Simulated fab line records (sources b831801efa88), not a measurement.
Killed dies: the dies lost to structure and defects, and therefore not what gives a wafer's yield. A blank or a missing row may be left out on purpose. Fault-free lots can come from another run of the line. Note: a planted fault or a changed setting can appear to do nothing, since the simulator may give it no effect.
Which tool did it?    flow sky130    route of 708 steps, sampled at 1 step: 24 lots, 72 wafers

== WHAT THE GAUGES SHOWED, per wafer ==
SKY_VIA1_CD_MEAS_12: the cd target is 150 nm. Usual: cd nm at 150.1 nm, with a standard deviation of 2.1.
lot   measured      on         cd nm (nm)         flag
L074  day 33 18:02  cd sem-02  146.9 149.3 147.3  
L075  day 34 00:15  cd sem-01  151.1 152.1 150.8  
L076  day 34 16:52  cd sem-02  149.4 149.3 150.9  
L077  day 34 22:35  cd sem-02  146.6 146.3 147.2  
L078  day 35 08:22  cd sem-01  150.3 151.7 150.1  
L079  day 35 09:34  cd sem-01  148.9 149.2 150.2  
L080  day 36 02:45  cd sem-02  151.2 152.0 151.8  
L081  day 36 12:12  cd sem-01  149.2 149.2 149.0  
L082  day 36 14:33  cd sem-02  152.6 149.7 150.1  
L083  day 36 22:28  cd sem-02  150.2 151.9 151.0  
L084  day 37 02:04  cd sem-02  148.6 150.4 148.2  
L085  day 37 12:30  cd sem-02  151.0 149.9 150.9  
L086  day 37 17:45  cd sem-02  150.7 150.3 150.0  
L087  day 37 23:37  cd sem-02  150.3 150.8 150.2  
L088  day 38 05:29  cd sem-02  153.2 153.1 150.8  
L089  day 38 11:37  cd sem-01  147.0 147.4 147.2  
L090  day 38 22:30  cd sem-01  152.2 150.2 151.5  
L091  day 39 00:42  cd sem-02  152.2 152.3 150.6  
L092  day 39 10:51  cd sem-01  144.3 144.3 145.2  
L093  day 39 17:08  cd sem-01  155.4 153.9 153.5  
L094  day 40 01:06  cd sem-02  150.2 149.6 148.5  
L095  day 40 06:12  cd sem-02  151.6 150.5 150.9  
L096  day 40 13:52  cd sem-02  151.6 150.8 153.4  
L097  day 40 15:27  cd sem-01  152.6 151.4 150.7  

== WHAT TOOL EACH LOT RAN ON (gives the tool, then ch and the chambers of the sampled wafers, and finally the start) ==
Record: no process step prior to these readings.

== WHAT THE TOOLS THEMSELVES READ (means of the sampled wafers that have a number; where no wafer has one, the mark that the record gives instead) ==
The record holds no such reading with a usual standard deviation.

== THE ANSWER, worked out from the rows above alone ==
Rule: take the mean of a lot's wafers that have a number; if it is more than 3 standard deviations from the usual mean, the lot is off. A lot without any number at a reading at which 4 lots or more have one is off too. The other lots that the step has rows for count as sound. The gauges are gone through in route order, then the tools' own readings, and for those a lot's mean is taken as printed above. The first step at which some lot is off is used, and at that step the reading that is off furthest; a lot without a number counts as furthest.
Nothing can be told from this: no lot is off at any reading shown.

== WHAT THE SIMULATOR HAD PUT IN ==
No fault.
